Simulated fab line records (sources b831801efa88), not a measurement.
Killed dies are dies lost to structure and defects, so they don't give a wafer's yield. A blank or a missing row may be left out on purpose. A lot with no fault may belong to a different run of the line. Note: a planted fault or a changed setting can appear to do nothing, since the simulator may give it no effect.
A struck lot beside a sound one || flow sky130 || 42 steps out of a route of 708
Sound: these wafers, L847.1, L847.3, L847.4. Wafers L858.2, L858.3, L858.5 were the ones struck. At the end, the cause is stated.
Order at every step that has rows: each side's tool, ch and its chambers, its first start. Under that, the readings that differ: sound wafers || struck wafers || difference of the means || sigmas: that difference in standard deviations of wafers without a fault.
alike: words and numbers the same on both sides, and readings whose means are apart by under 2 such deviations; not compared: readings that were withheld, readings missing a value for some wafer, numbers with overlapping values and no deviation given by the record, and bounds like >300 which may hide the same value.
A row with sigmas, a row that says differs or no value, or rows on one side alone: a step with any of these is where the two part. When numbers do not overlap yet have no deviation, they are printed without sigmas and do not part them. Lack of a reading on every wafer of one side parts them only where that side has two or more wafers.

first, 1 step without rows for these wafers: SKY_POLY_CUT_ETCH_10 (etches BARC in N2/H2, stops on SiO2, time 45.9 s, target depth 60 nm).
SKY_POLY_CUT_ETCH_11: etches Si3N4 in CF4/CH2F2/Ar, stops on poly-Si, time 42.5 s, target depth 60 nm.
  sound on rie_diel-03 ch 1,2,3, day 23 20:52; struck on rie_diel-04 ch 0,2, day 28 03:25
{"reading": "oes_product_au (a.u.)", "sound": "0.820 0.821 0.826", "struck": "0.848 0.842 0.842", "difference": "+0.022", "sigmas": "+3"}
  alike: drypump_motor_current_A, rf_fwd_power_W, throttle_valve_pct
  not compared: rf_hours_counter_h
SKY_POLY_CUT_STRIP_12: strips in O2/N2.
  sound on plasma_asher-01 ch 0,1, day 23 20:54; struck on plasma_asher-02 ch 0,1, day 28 03:27
  alike: drypump_motor_current_A, oes_product_au, strip_time_to_endpoint_s
  not compared: rf_hours_counter_h
then, 7 steps without rows for these wafers: SKY_SD_P_DEHYDRATE_00 (time 60 s); SKY_SD_P_HMDS_01 (prime time 60 s); SKY_SD_P_COAT_02 (resist thk 1140 nm); SKY_SD_P_SOFTBAKE_03 (time 60 s); SKY_SD_P_EXPOSE_04 (exposes mask PSDM, target cd 380 nm); SKY_SD_P_PEB_05; SKY_SD_P_DEVELOP_06 (develop time 60 s).
SKY_SD_P_CD_MEAS_07: the cd target is 380 nm.
  sound on cd_sem-02 at day 25 02:00; struck on cd_sem-02 at day 29 07:23
  alike: cd_nm
SKY_SD_P_OVL_MEAS_08:
  sound on overlay-02 at day 25 02:07; struck on overlay-02 at day 29 07:30
  alike: SD_P_OVL
SKY_SD_P_IMPLANT_09:
  sound on implanter-01 ch 0, day 25 02:10; struck on implanter-01 ch 0, day 29 07:33
  alike: end_station_pressure_torr
SKY_SD_P_STRIP_10: strips in O2/N2.
  sound on plasma_asher-01 ch 0,1, day 25 02:19; struck on plasma_asher-04 ch 0, day 29 07:41
{"reading": "strip_time_to_endpoint_s (s)", "sound": "17.55 17.50 17.50", "struck": "17.43 17.43 17.44", "difference": -0.08, "sigmas": -2}
  alike: drypump_motor_current_A, oes_product_au
  not compared: rf_hours_counter_h
SKY_SD_P_TW_MEAS_11:
  sound on film_metro-02 at day 25 02:25; struck on film_metro-03 at day 29 07:47
  alike: SD_P_TW
then, 8 steps without rows for these wafers: SKY_RES_XHIGH_DEHYDRATE_00 (time 60 s); SKY_RES_XHIGH_HMDS_01 (prime time 60 s); SKY_RES_XHIGH_COAT_02 (resist thk 1140 nm); SKY_RES_XHIGH_SOFTBAKE_03 (time 60 s); SKY_RES_XHIGH_EXPOSE_04 (exposes mask URPM, target cd 1270 nm); SKY_RES_XHIGH_PEB_05; SKY_RES_XHIGH_DEVELOP_06 (develop time 60 s); SKY_RES_XHIGH_IMPLANT_07.
SKY_RES_XHIGH_STRIP_08: strips in O2/N2.
  sound on plasma_asher-02 ch 0,1, day 26 07:25; struck on plasma_asher-02 ch 0,1, day 30 11:22
  alike: drypump_motor_current_A, oes_product_au, strip_time_to_endpoint_s
  not compared: rf_hours_counter_h
SKY_RES_XHIGH_TW_MEAS_09:
  sound on film_metro-03 at day 26 07:31; struck on film_metro-02 at day 30 11:28
  alike: RES_XHIGH_TW
then, 7 steps without rows for these wafers: SKY_SD_N_DEHYDRATE_00 (time 60 s); SKY_SD_N_HMDS_01 (prime time 60 s); SKY_SD_N_COAT_02 (resist thk 1140 nm); SKY_SD_N_SOFTBAKE_03 (time 60 s); SKY_SD_N_EXPOSE_04 (exposes mask NSDM, target cd 380 nm); SKY_SD_N_PEB_05; SKY_SD_N_DEVELOP_06 (develop time 60 s).
SKY_SD_N_CD_MEAS_07: the cd target is 380 nm.
  sound on cd_sem-01 at day 27 11:43; struck on cd_sem-02 at day 31 14:20
  alike: cd_nm
SKY_SD_N_OVL_MEAS_08:
  sound on overlay-01 at day 27 11:50; struck on overlay-02 at day 31 14:26
  alike: SD_N_OVL
then, 2 steps without rows for these wafers: SKY_SD_N_IMPLANT_09; SKY_SD_N_IMPLANT_10.
SKY_SD_N_STRIP_11: strips in O2/N2.
  sound on plasma_asher-04 ch 0,1, day 27 12:10; struck on plasma_asher-03 ch 0,1, day 31 14:46
{"reading": "drypump_motor_current_A (A)", "sound": "4.7 5.2 4.7", "struck": "6.0 6.1 5.6", "difference": "+1.0", "sigmas": "+3"}
  alike: oes_product_au, strip_time_to_endpoint_s
  not compared: rf_hours_counter_h
SKY_SD_N_TW_MEAS_12:
  sound on film_metro-03 at day 27 12:16; struck on film_metro-02 at day 31 14:52
  alike: SD_N_TW
then, 2 steps without rows for these wafers: SKY_SD_N_CLEAN_13 (cleans in SC1/SC2, time 150 s); SKY_SD_N_RTA_14 (time 2 s).
SKY_SD_N_RS_MEAS_16: the measuring method here is four-point-probe.
  sound on film_metro-02 at day 27 12:33; struck on film_metro-03 at day 31 15:10
  alike: SD_N_RS
-- here the record skips 17 days between the struck wafers' starts before and after, leaving off in module SD_N and picking up in module PAD_OPEN (first step shown: number 708 of the route) --
SKY_PAD_OPEN_PROBE_99:
  sound on prober-01 at day 45 12:28; struck on prober-02 at day 48 15:35
{"reading": "model.etest.res_high_po.rs_ohm_sq_range", "sound": "7.174 6.424 8.746", "struck": "71.93 68.58 66.31", "difference": "+61.49", "sigmas": ""}
{"reading": "model.etest.res_pdiff.rs_ohm_sq_range", "sound": "5.102 5.146 3.382", "struck": "23.06 22.24 24.57", "difference": "+18.75", "sigmas": ""}
  alike: killed_at_M0_to_M3, killed_at_M4_up, killed_at_contacts, killed_at_front_end, killed_at_other, killed_dies, killed_open, killed_short

WHERE THEY PART
First at SKY_POLY_CUT_ETCH_11; last, within this record, at SKY_SD_N_STRIP_11. Later steps at which nothing parts them and some readings are alike: SKY_SD_N_TW_MEAS_12, SKY_SD_N_RS_MEAS_16, SKY_PAD_OPEN_PROBE_99.

WHY: whatever the simulator had introduced
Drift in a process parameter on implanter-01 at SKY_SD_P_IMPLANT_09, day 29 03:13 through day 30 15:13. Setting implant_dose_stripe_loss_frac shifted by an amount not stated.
